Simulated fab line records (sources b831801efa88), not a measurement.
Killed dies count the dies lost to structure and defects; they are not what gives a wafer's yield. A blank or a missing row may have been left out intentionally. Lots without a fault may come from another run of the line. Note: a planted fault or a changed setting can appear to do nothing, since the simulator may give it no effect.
fab line records    flow sky130
record lots=6  wafers=18  last-day=50
route steps=708 shown CAP2M@604 PAD_OPEN@708
lots that met no fault: from a run of the same line without faults
start-h: the number of hours between the record's first day and the start of the first shown wafer of the lot    wait-h: how many hours have passed since the lot's step before this one    " identical to the entry in the row above    L1.1+2: a single row standing in for several wafers    - no value, or no start was given    * or withheld: withheld    < > ~ a bound
route shown NAME@n: a module of which the file shows steps, and the number in the route of the first    usual: mean/standard deviation taken from wafers without a fault    same: alike in all rows    chamber/n: place in a boat    sites: readings site by site    _std_site: standard deviation of those values    _edge_site: inner sites' mean taken away from outer sites' mean    radius-mm: for every site, how far away it sits from the centre of the wafer    mask NAME#n: copy n    behind: the last tool/chamber to shape the wafer    hold: cause of the lot's hold/its duration in hours/its outcome    device: the transistor (n, p or np) that didn't switch    end of line: the tests these same wafers got at the end of their route    a step given without rows: its recipe and nothing more    killed: the dies lost at the first sort to structure and to defects; this is not the yield of the wafer    map: shows each die of a wafer: x if killed, . if not, _ if none is there
set.NAME: the run value of the setting; set.NAME@STEP: its run value at that earlier step    model.NAME: the simulator's own value behind a step, which no gauge read
a table for each step, a row for each wafer; lots at some steps of the route
services: a tool's chamber out of use, with start hour (start-h, from the record's first day; less than 0 if before it), hours out, and reason
## steps
# step SKY_CAP2M_THK_MEAS_01
# recipe reads=SiO2_of_CAP2M_CVD_00
# usual CAP2M_CVD_00_THK=15.55/0.27
lot.wafer  tool           chamber  start-h  wait-h  CAP2M_CVD_00_THK[nm]
L239.1     film-metro-04  -        962.23   -       15.46
L239.2     "              -        "        "       15.31
L239.6     "              -        "        "       16.00
L240.1     film-metro-01  -        984.34   -       15.19
L240.2     "              -        "        "       15.51
L240.4     "              -        "        "       15.43
L245.1     film-metro-01  -        1006.48  -       15.44
L245.5     "              -        "        "       15.39
L245.6     "              -        "        "       15.79
L253.2     film-metro-01  -        1067.86  -       15.71
L253.3     "              -        "        "       15.69
L253.4     "              -        "        "       15.80
L254.1     film-metro-01  -        1068.85  -       15.62
L254.3     "              -        "        "       15.24
L254.4     "              -        "        "       15.48
L257.2     film-metro-01  -        1089.24  -       15.34
L257.4     "              -        "        "       15.66
L257.6     "              -        "        "       16.08
# step SKY_CAP2M_SPUTTER_02
# recipe material=TiN  target-thk-nm=200  temp-c=300  power-w=6500  time-s=166.7  chamber-pressure-pa=0.4
# usual susceptor-temp-C=299.95/0.21  throttle-valve-pct=29.8/1.3
lot.wafer  tool            chamber  start-h  wait-h  susceptor-temp-C  throttle-valve-pct
L239.1     pvd-sputter-02  -        962.29   0.1     299.81            28.4
L239.2     "               -        "        "       300.35            28.3
L239.6     "               -        "        "       299.69            28.4
L240.1     pvd-sputter-02  -        984.40   0.1     299.91            28.4
L240.2     "               -        "        "       299.74            29.6
L240.4     "               -        "        "       300.12            28.5
L245.1     pvd-sputter-02  -        1006.54  0.1     300.01            28.5
L245.5     "               -        "        "       300.00            30.4
L245.6     "               -        "        "       299.65            29.6
L253.2     pvd-sputter-02  -        1067.91  0.0     299.98            30.5
L253.3     "               -        "        "       299.51            29.5
L253.4     "               -        "        "       299.86            28.6
L254.1     pvd-sputter-04  -        1068.91  0.1     300.02            30.1
L254.3     "               -        "        "       299.88            31.6
L254.4     "               -        "        "       299.87            31.2
L257.2     pvd-sputter-02  -        1089.29  0.0     299.77            29.8
L257.4     "               -        "        "       299.76            28.5
L257.6     "               -        "        "       300.04            28.3
# step SKY_CAP2M_RS_MEAS_03
# recipe thk-meas-gauge=four-point-probe  reads=TiN_of_CAP2M_SPUTTER_02
# usual CAP2M_TIN_RS=6.87/0.076
lot.wafer  tool           chamber  start-h  wait-h  CAP2M_TIN_RS[ohm/sq]
L239.1     film-metro-01  -        962.40   0.1     6.79
L239.2     "              -        "        "       6.77
L239.6     "              -        "        "       6.80
L240.1     film-metro-04  -        984.51   0.1     6.89
L240.2     "              -        "        "       6.84
L240.4     "              -        "        "       6.90
L245.1     film-metro-04  -        1006.65  0.1     6.93
L245.5     "              -        "        "       6.91
L245.6     "              -        "        "       6.89
L253.2     film-metro-04  -        1068.04  0.1     6.87
L253.3     "              -        "        "       6.81
L253.4     "              -        "        "       6.80
L254.1     film-metro-03  -        1069.02  0.1     6.85
L254.3     "              -        "        "       6.85
L254.4     "              -        "        "       6.87
L257.2     film-metro-01  -        1089.42  0.1     6.78
L257.4     "              -        "        "       6.86
L257.6     "              -        "        "       6.93
# step SKY_CAP2M_THK_MEAS_04
# recipe thk-meas-gauge=xrf  reads=TiN_of_CAP2M_SPUTTER_02
# usual CAP2M_TIN_THK=202.8/2.2
lot.wafer  tool           chamber  start-h  wait-h  CAP2M_TIN_THK[nm]
L239.1     film-metro-01  -        962.52   0.1     205.5
L239.2     "              -        "        "       204.8
L239.6     "              -        "        "       204.9
L240.1     film-metro-04  -        984.63   0.1     202.6
L240.2     "              -        "        "       204.0
L240.4     "              -        "        "       203.3
L245.1     film-metro-04  -        1006.77  0.1     200.9
L245.5     "              -        "        "       201.6
L245.6     "              -        "        "       202.4
L253.2     film-metro-04  -        1068.15  0.1     201.7
L253.3     "              -        "        "       203.4
L253.4     "              -        "        "       203.7
L254.1     film-metro-03  -        1069.14  0.1     202.9
L254.3     "              -        "        "       202.0
L254.4     "              -        "        "       201.8
L257.2     film-metro-01  -        1089.53  0.1     205.7
L257.4     "              -        "        "       202.3
L257.6     "              -        "        "       200.9
# step SKY_CAP2M_DEHYDRATE_05
# recipe temp-c=200  time-s=60
# step SKY_CAP2M_HMDS_06
# recipe prime-time-s=60  prime-temp-c=120
# step SKY_CAP2M_COAT_07
# recipe resist=NOVOLAK  spin-rpm=3000  resist-thk-nm=1140
# step SKY_CAP2M_SOFTBAKE_08
# recipe temp-c=90  time-s=60  resist=NOVOLAK
# step SKY_CAP2M_EXPOSE_09
# recipe mask-id=CAP2M  na=0.6  source-shape=conventional  sigma-outer=0.6  polarization=unpolarized  target-cd-nm=1000  dose-mj=159
# step SKY_CAP2M_PEB_10
# recipe temp-c=withheld  time-s=*  resist=NOVOLAK
# step SKY_CAP2M_DEVELOP_11
# recipe resist=NOVOLAK  developer=TMAH  develop-time-s=60  dev-temp-c=23.59
# step SKY_CAP2M_OVL_MEAS_12
# usual CAP2M_OVL=-0.3/1.4
lot.wafer  tool        chamber  start-h  wait-h  CAP2M_OVL[nm]
L239.1     overlay-01  -        985.69   0.1     -1.0
L239.2     "           -        "        "       0.1
L239.6     "           -        "        "       -0.3
L240.1     overlay-01  -        1007.93  0.1     -0.1
L240.2     "           -        "        "       -2.0
L240.4     "           -        "        "       -2.5
L245.1     overlay-01  -        1029.68  0.1     0.7
L245.5     "           -        "        "       0.3
L245.6     "           -        "        "       -0.2
L253.2     overlay-01  -        1089.34  0.1     -1.5
L253.3     "           -        "        "       -0.8
L253.4     "           -        "        "       -0.7
L254.1     overlay-01  -        1090.58  0.1     0.6
L254.3     "           -        "        "       1.7
L254.4     "           -        "        "       1.4
L257.2     overlay-02  -        1109.48  0.1     -0.8
L257.4     "           -        "        "       -1.0
L257.6     "           -        "        "       -1.2
# step SKY_CAP2M_METAL_ETCH_13
# recipe target-depth-nm=220  stop-on=SiO2  chemistry=Cl2/BCl3  target=TiN  pressure-mtorr=10  icp-w=900  bias-w=48.5  Cl2_flow_sccm=60  bcl3-flow-sccm=30  time-s=62.9
# usual bcl3-flow-sccm=30.00/0.098  drypump-motor-current-A=5.46/0.24  oes-product-au=0.944/0.0077  throttle-valve-pct=21.901/0.011
lot.wafer  tool          chamber  start-h  wait-h  bcl3-flow-sccm  drypump-motor-current-A  oes-product-au  rf-hours-counter-h  throttle-valve-pct  model.NOVOLAK_of_CAP2M_COAT_07.thk-nm  model.etch.depth-nm  model.CAP2M.feature-depth-nm
L239.1     rie-metal-04  0        985.72   0.0     30.12           5.28                     0.948           3                   21.895              1002                                   203.2                203.2
L239.2     "             1        "        "       30.06           5.35                     0.953           7                   21.882              998.9                                  203.9                203.9
L239.6     "             0        "        "       30.01           5.29                     0.943           -                   21.891              1000                                   202.9                202.9
L240.1     rie-metal-02  0        1007.97  0.0     29.91           5.72                     0.942           12                  21.895              992.8                                  200.2                200.2
L240.2     "             1        "        "       30.09           5.71                     0.946           7                   21.886              991.8                                  202                  202
L240.4     "             1        "        "       30.19           5.71                     0.934           -                   21.924              986.9                                  200                  200
L245.1     rie-metal-01  0        1029.72  0.0     30.16           5.18                     0.936           12                  21.891              992.6                                  198.9                198.9
L245.5     "             0        "        "       30.10           5.16                     0.939           -                   21.911              987.5                                  200.1                200.1
L245.6     "             1        "        "       30.19           5.25                     0.939           -                   21.910              992.9                                  200.7                200.7
L253.2     rie-metal-02  1        1089.40  0.0     30.05           5.79                     0.826           -                   21.990              1037                                   158.8                158.8
L253.3     "             1        "        "       29.79           5.82                     0.828           -                   21.979              1038                                   159                  159
L253.4     "             1        "        "       29.86           5.77                     0.823           -                   21.981              1037                                   158.9                158.9
L254.1     rie-metal-02  1        1090.62  0.0     29.79           5.79                     0.826           13                  21.969              1027                                   159.8                159.8
L254.3     "             0        "        "       29.96           5.73                     0.827           -                   21.986              1029                                   158.8                158.8
L254.4     "             1        "        "       29.90           5.76                     0.835           -                   21.985              1030                                   160                  160
L257.2     rie-metal-04  0        1109.53  0.0     30.08           5.28                     0.947           -                   21.889              997.8                                  204.3                204.3
L257.4     "             0        "        "       30.14           5.29                     0.939           -                   21.885              998.7                                  201.6                201.6
L257.6     "             0        "        "       30.05           5.27                     0.942           -                   21.915              993.2                                  199.5                199.5
# step SKY_CAP2M_STRIP_14
# recipe chemistry=O2/N2  power-w=1400  pressure-mtorr=1500  platen-temp-c=withheld  o2-flow-sccm=3000  n2-flow-sccm=300  overash-fraction=0.5
# usual drypump-motor-current-A=5.6/0.32  o2-flow-sccm=3002/8.5  oes-product-au=0.710/0.0044  strip-time-to-endpoint-s=12.66/0.052
lot.wafer  tool             chamber  start-h  wait-h  drypump-motor-current-A  o2-flow-sccm  oes-product-au  rf-hours-counter-h  strip-time-to-endpoint-s
L239.1     plasma-asher-01  0        985.80   0.1     5.7                      2994          0.711           82                  12.76
L239.2     "                1        "        "       6.1                      3004          0.707           82                  12.71
L239.6     "                0        "        "       5.7                      2993          0.709           -                   12.71
L240.1     plasma-asher-01  0        1008.04  0.1     5.7                      2998          0.703           84                  12.65
L240.2     "                1        "        "       6.1                      2991          0.704           84                  12.63
L240.4     "                1        "        "       6.1                      3001          0.707           -                   12.59
L245.1     plasma-asher-04  0        1029.79  0.1     5.2                      2998          0.702           122                 12.65
L245.5     "                0        "        "       5.2                      3003          0.707           -                   12.58
L245.6     "                1        "        "       5.7                      3006          0.711           -                   12.64
L253.2     plasma-asher-01  1        1089.53  0.1     6.1                      3012          0.711           93                  13.10
L253.3     "                0        "        "       5.7                      3015          0.704           -                   13.11
L253.4     "                1        "        "       6.1                      3010          0.708           -                   13.09
L254.1     plasma-asher-01  1        1090.69  0.1     6.1                      3005          0.707           93                  12.98
L254.3     "                1        "        "       6.1                      2992          0.711           -                   12.99
L254.4     "                0        "        "       5.7                      3003          0.707           -                   12.99
L257.2     plasma-asher-01  0        1109.66  0.1     5.7                      3009          0.714           95                  12.69
L257.4     "                0        "        "       5.7                      2990          0.709           -                   12.71
L257.6     "                0        "        "       5.7                      3001          0.715           -                   12.65
# step SKY_CAP2M_STRIP_15
# recipe chemistry=post-etch-residue-remover  time-s=1200  temp-c=72.5
# step SKY_PAD_OPEN_PROBE_99
# usual defect-limited-yield=82.2/1.9  killed_at_M0_to_M3=43/6.3  killed_at_M4_up=3.3/1.7  killed-at-contacts=24/5.4  killed-at-front-end=16/4.6  killed-at-other=0.4/0.7  killed-dies=87/9.4  killed-on-rim=17/3.9  killed-open=47/6.9  killed-short=39/6.1  sort_bin_3_pad_short=0.9/0.45  sort_bin_5_function=10.6/1.5  sort_bin_6_memory=6.3/1.2  sort-n-pass=405/9.4  sort-yield-pct=82.2/1.9
# same gross-dies=492  killed-at-back-side=0  sort_bin_4_leakage[%]=0  sort_bin_8_speed[%]=0
lot.wafer  tool       chamber  start-h  wait-h  hold                    defect-limited-yield[%]  killed_at_M0_to_M3  killed_at_M4_up  killed-at-contacts  killed-at-front-end  killed-at-other  killed-dies  killed-on-rim  killed-open  killed-short  sort_bin_3_pad_short[%]  sort_bin_5_function[%]  sort_bin_6_memory[%]  sort-n-pass  sort-yield-pct[%]
L239.1     prober-02  -        1103.45  0.1     -                       82.7                     49                  8                14                  14                   0                85           19             39           44            0.6                      11.8                    4.9                   407          82.7
L239.2     prober-02  -        1103.50  0.1     -                       81.1                     41                  2                25                  24                   1                93           17             54           39            0.8                      12.4                    5.7                   399          81.1
L239.6     prober-02  -        1103.70  0.2     -                       84.1                     40                  5                24                  9                    0                78           11             40           38            0.4                      10.0                    5.5                   414          84.1
L240.1     prober-01  -        1119.46  0.1     -                       81.3                     40                  4                29                  16                   3                92           17             49           41            1.0                      10.2                    7.5                   400          81.3
L240.2     prober-01  -        1119.51  0.1     -                       82.7                     38                  1                20                  24                   2                85           14             42           42            0.4                      9.8                     7.1                   407          82.7
L240.4     prober-01  -        1119.61  0.2     -                       82.9                     46                  2                20                  15                   1                84           16             48           36            0.4                      10.2                    6.5                   408          82.9
L245.1     prober-01  -        1138.04  0.1     -                       80.5                     49                  1                29                  17                   0                96           16             46           50            0.6                      12.0                    6.9                   396          80.5
L245.5     prober-01  -        1138.24  0.2     -                       81.3                     40                  3                34                  14                   1                92           18             51           40            1.6                      11.8                    5.3                   400          81.3
L245.6     prober-01  -        1138.29  0.2     -                       79.9                     48                  3                25                  22                   1                99           20             53           45            0.4                      12.4                    7.3                   393          79.9
L253.2     prober-02  -        1189.38  0.1     await-dispo/2.7h/scrap  0                        41                  5                20                  7                    419              492          96             39           35            85.2                     9.1                     5.7                   0            0
L253.3     prober-02  -        1189.43  0.2     await-dispo/2.7h/scrap  0                        41                  1                19                  14                   417              492          96             34           41            85.2                     7.7                     7.1                   0            0
L253.4     prober-02  -        1189.48  0.2     await-dispo/2.7h/scrap  0                        34                  2                15                  11                   430              492          96             36           28            88.4                     8.5                     3.0                   0            0
L254.1     prober-01  -        1190.95  0.1     await-dispo/7.1h/scrap  0                        48                  5                27                  21                   391              492          96             52           50            80.7                     11.4                    7.9                   0            0
L254.3     prober-01  -        1191.05  0.2     await-dispo/7.1h/scrap  0                        39                  5                21                  18                   409              492          96             38           45            84.1                     11.2                    4.7                   0            0
L254.4     prober-01  -        1191.10  0.2     await-dispo/7.1h/scrap  0                        59                  1                32                  16                   384              492          96             56           52            79.1                     13.0                    7.9                   0            0
L257.2     prober-01  -        1204.03  0.1     -                       84.8                     49                  2                18                  6                    0                75           7              43           32            0.6                      8.1                     6.5                   417          84.8
L257.4     prober-01  -        1204.13  0.2     -                       82.9                     31                  2                27                  24                   0                84           13             38           46            1.6                      9.8                     5.7                   408          82.9
L257.6     prober-01  -        1204.23  0.2     -                       83.3                     37                  5                27                  13                   0                82           20             42           39            1.4                      9.3                     5.9                   410          83.3
# killed by level:class
L239.1 METAL1:geometric-particle:short=11 VIA1:geometric-particle:open=10 METAL2:geometric-particle:short=7 LI_CONTACT:geometric-particle:open=5 VIA1:geometric-particle:short=5 CONTACT:geometric-particle:short=5 FIELD_ISO:geometric-particle:open=4 VIA3:geometric-particle:open=4
L239.2 CONTACT:geometric-particle:open=12 VIA1:geometric-particle:open=9 METAL1:geometric-particle:short=8 VIA2:geometric-particle:open=8 FIELD_ISO:geometric-particle:open=7 LI_CONTACT:geometric-particle:open=7 FIELD_ISO:geometric-particle:short=5 POLY_GATE:geometric-particle:short=5
L239.6 VIA1:geometric-particle:open=10 LI_CONTACT:geometric-particle:open=9 CONTACT:geometric-particle:open=7 METAL2:geometric-particle:short=7 METAL1:geometric-particle:short=6 FIELD_ISO:geometric-particle:short=5 METAL4:geometric-particle:short=5 VIA3:geometric-particle:open=4
L240.1 CONTACT:geometric-particle:open=11 VIA1:geometric-particle:open=8 FIELD_ISO:geometric-particle:open=7 LI_CONTACT:geometric-particle:open=7 LOCAL_INTERCONNECT:geometric-particle:short=7 METAL2:geometric-particle:short=7 VIA3:geometric-particle:open=7 METAL1:geometric-particle:short=5
L240.2 VIA1:geometric-particle:open=9 FIELD_ISO:geometric-particle:short=6 VIA3:geometric-particle:open=6 VIA2:geometric-particle:open=6 VIA2:geometric-particle:short=5 LI_CONTACT:geometric-particle:open=5 CONTACT:geometric-particle:open=5 SPACER:geometric-particle:short=4
L240.4 VIA1:geometric-particle:open=13 LI_CONTACT:geometric-particle:open=9 METAL2:geometric-particle:short=8 VIA3:geometric-particle:open=7 VIA1:geometric-particle:short=6 FIELD_ISO:geometric-particle:short=5 LI_CONTACT:geometric-particle:short=4 CONTACT:geometric-particle:open=4
L245.1 CONTACT:geometric-particle:open=10 CONTACT:geometric-particle:short=9 METAL1:geometric-particle:short=8 VIA1:geometric-particle:open=8 LI_CONTACT:geometric-particle:open=7 METAL2:geometric-particle:short=7 VIA2:geometric-particle:open=7 VIA1:geometric-particle:short=6
L245.5 CONTACT:geometric-particle:open=15 VIA3:geometric-particle:open=9 LI_CONTACT:geometric-particle:open=7 VIA1:geometric-particle:open=6 METAL1:geometric-particle:short=6 CONTACT:geometric-particle:short=5 VIA1:geometric-particle:short=5 FIELD_ISO:geometric-particle:short=4
L245.6 VIA1:geometric-particle:open=10 CONTACT:geometric-particle:open=9 VIA3:geometric-particle:open=9 METAL1:geometric-particle:short=8 LI_CONTACT:geometric-particle:open=8 POLY_GATE:geometric-particle:open=6 FIELD_ISO:geometric-particle:short=5 POLY_GATE:geometric-particle:short=5
L253.2 CAP2M:area-etch=418 VIA2:geometric-particle:open=10 VIA1:geometric-particle:open=8 METAL1:geometric-particle:short=6 LI_CONTACT:geometric-particle:short=4 LI_CONTACT:geometric-particle:open=4 LOCAL_INTERCONNECT:geometric-particle:short=4 CONTACT:geometric-particle:open=4
L253.3 CAP2M:area-etch=417 VIA1:geometric-particle:open=11 CONTACT:geometric-particle:open=6 METAL3:geometric-particle:short=6 METAL1:geometric-particle:short=5 VIA1:geometric-particle:short=5 LI_CONTACT:geometric-particle:short=4 CONTACT:geometric-particle:short=4
L253.4 CAP2M:area-etch=428 VIA1:geometric-particle:open=7 FIELD_ISO:geometric-particle:open=5 LI_CONTACT:geometric-particle:open=5 CONTACT:geometric-particle:open=5 VIA1:geometric-particle:short=5 METAL2:geometric-particle:short=5 VIA3:geometric-particle:open=4
L254.1 CAP2M:area-etch=390 VIA1:geometric-particle:open=14 LI_CONTACT:geometric-particle:open=9 VIA2:geometric-particle:open=7 CONTACT:geometric-particle:open=7 METAL2:geometric-particle:short=6 FIELD_ISO:geometric-particle:open=5 LI_CONTACT:geometric-particle:short=5
L254.3 CAP2M:area-etch=409 VIA1:geometric-particle:short=9 VIA1:geometric-particle:open=9 LI_CONTACT:geometric-particle:open=6 METAL2:geometric-particle:short=6 FIELD_ISO:geometric-particle:open=5 VIA2:geometric-particle:open=5 CONTACT:geometric-particle:short=4
L254.4 CAP2M:area-etch=384 VIA1:geometric-particle:open=15 CONTACT:geometric-particle:open=11 LI_CONTACT:geometric-particle:open=10 VIA1:geometric-particle:short=9 VIA2:geometric-particle:open=7 FIELD_ISO:geometric-particle:short=6 VIA2:geometric-particle:short=6
L257.2 VIA1:geometric-particle:open=10 CONTACT:geometric-particle:open=8 VIA3:geometric-particle:open=8 METAL1:geometric-particle:short=8 METAL2:geometric-particle:short=7 METAL2:geometric-particle:open=5 VIA2:geometric-particle:open=5 LI_CONTACT:geometric-particle:open=4
L257.4 VIA3:geometric-particle:open=9 FIELD_ISO:geometric-particle:open=8 LI_CONTACT:geometric-particle:open=7 FIELD_ISO:geometric-particle:short=6 LOCAL_INTERCONNECT:geometric-particle:short=6 CONTACT:geometric-particle:short=6 POLY_GATE:geometric-particle:short=5 CONTACT:geometric-particle:open=5
L257.6 LI_CONTACT:geometric-particle:open=11 VIA3:geometric-particle:open=9 CONTACT:geometric-particle:open=7 CONTACT:geometric-particle:short=5 METAL1:geometric-particle:short=5 METAL2:geometric-particle:short=5 VIA2:geometric-particle:open=5 POLY_GATE:geometric-particle:short=4
# map L253.2 (x killed, . not)
__________xxxxxxxxxx_________
________xxxxxxxxxxxxxx_______
______xxxxxxxxxxxxxxxxxx_____
_____xxxxxxxxxxxxxxxxxxxx____
____xxxxxxxxxxxxxxxxxxxxxx___
___xxxxxxxxxxxxxxxxxxxxxxxx__
__xxxxxxxxxxxxxxxxxxxxxxxxxx_
_xxxxxxxxxxxxxxxxxxxxxxxxxxxx
_xxxxxxxxxxxxxxxxxxxxxxxxxxxx
_xxxxxxxxxxxxxxxxxxxxxxxxxxxx
_xxxxxxxxxxxxxxxxxxxxxxxxxxxx
_xxxxxxxxxxxxxxxxxxxxxxxxxxxx
_xxxxxxxxxxxxxxxxxxxxxxxxxxxx
_xxxxxxxxxxxxxxxxxxxxxxxxxxxx
_xxxxxxxxxxxxxxxxxxxxxxxxxxxx
__xxxxxxxxxxxxxxxxxxxxxxxxxx_
___xxxxxxxxxxxxxxxxxxxxxxxx__
____xxxxxxxxxxxxxxxxxxxxxx___
_____xxxxxxxxxxxxxxxxxxxx____
______xxxxxxxxxxxxxxxxxx_____
________xxxxxxxxxxxxxx_______
__________xxxxxxxxxx_________
# map L254.1 (x killed, . not)
__________xxxxxxxxxx_________
________xxxxxxxxxxxxxx_______
______xxxxxxxxxxxxxxxxxx_____
_____xxxxxxxxxxxxxxxxxxxx____
____xxxxxxxxxxxxxxxxxxxxxx___
___xxxxxxxxxxxxxxxxxxxxxxxx__
__xxxxxxxxxxxxxxxxxxxxxxxxxx_
_xxxxxxxxxxxxxxxxxxxxxxxxxxxx
_xxxxxxxxxxxxxxxxxxxxxxxxxxxx
_xxxxxxxxxxxxxxxxxxxxxxxxxxxx
_xxxxxxxxxxxxxxxxxxxxxxxxxxxx
_xxxxxxxxxxxxxxxxxxxxxxxxxxxx
_xxxxxxxxxxxxxxxxxxxxxxxxxxxx
_xxxxxxxxxxxxxxxxxxxxxxxxxxxx
_xxxxxxxxxxxxxxxxxxxxxxxxxxxx
__xxxxxxxxxxxxxxxxxxxxxxxxxx_
___xxxxxxxxxxxxxxxxxxxxxxxx__
____xxxxxxxxxxxxxxxxxxxxxx___
_____xxxxxxxxxxxxxxxxxxxx____
______xxxxxxxxxxxxxxxxxx_____
________xxxxxxxxxxxxxx_______
__________xxxxxxxxxx_________
## services
tool             chamber  start-h  hours  kind
rie-metal-01     -        938.33   0.2    repair
rie-metal-01     1        940.50   29.5   repair
rie-metal-04     -        1003.10  14.6   pm
rie-metal-01     0        1003.45  23.9   repair
pvd-sputter-02   1        1016.15  -      consumable-replace:kit
pvd-sputter-02   1        1016.15  18.0   scheduled-down
pvd-sputter-02   1        1016.15  18.0   vent-cycle
rie-metal-04     -        1019.08  6.4    repair
rie-metal-01     -        1026.39  2.8    pm
rie-metal-04     1        1032.74  3.1    repair
pvd-sputter-02   -        1043.98  5.8    repair
plasma-asher-01  -        1054.37  3.6    repair
plasma-asher-04  -        1055.34  9.0    pm
pvd-sputter-02   -        1073.47  2.4    repair
rie-metal-04     -        1075.04  2.8    pm
rie-metal-02     0        1078.69  11.9   repair
pvd-sputter-02   -        1079.52  3.3    repair
plasma-asher-04  -        1082.18  1.8    repair
pvd-sputter-02   -        1083.30  1.7    repair
plasma-asher-04  -        1084.24  11.4   repair
rie-metal-04     1        1086.66  51.4   repair
rie-metal-02     1        1094.67  2.1    repair
plasma-asher-01  -        1095.92  1.5    repair
rie-metal-01     -        1105.21  14.6   pm
## key
first-sign step=SKY_CAP2M_METAL_ETCH_13  reading=oes-product-au  direction=down  sigmas=15  usual=0.944  struck=0.827
effect step=SKY_CAP2M_METAL_ETCH_13  reading=throttle-valve-pct  direction=up  sigmas=7.5  usual=21.901  struck=21.982
effect step=SKY_CAP2M_STRIP_14  reading=strip-time-to-endpoint-s  direction=up  sigmas=7.3  usual=*  struck=*
effect step=SKY_PAD_OPEN_PROBE_99  reading=killed-at-other  direction=up  sigmas=99+  usual=0.4  struck=408.3
model-effect step=SKY_CAP2M_METAL_ETCH_13  value=NOVOLAK_of_CAP2M_COAT_07.thk-nm  without=989.9  struck=1033
more-kills-born-at SKY_CAP2M_METAL_ETCH_13@rie-metal-02=2446
met-at SKY_CAP2M_METAL_ETCH_13
struck-wafers L253.2,L253.3,L253.4,L254.1,L254.3,L254.4
later-rows-left-out L253.2,L253.3,L253.4,L254.1,L254.3,L254.4
onset-between 1007.97 1089.40
fault kind=process-parameter-drift  tool=rie-metal-02  chamber=-  onset-h=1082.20  steps=SKY_CAP2M_METAL_ETCH_13  channel=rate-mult  offset=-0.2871  shape=step  end-h=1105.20
# later-rows-left-out: the simulator's readings of these wafers behind a module that went badly wrong aren't trusted and aren't shown, but for the sort
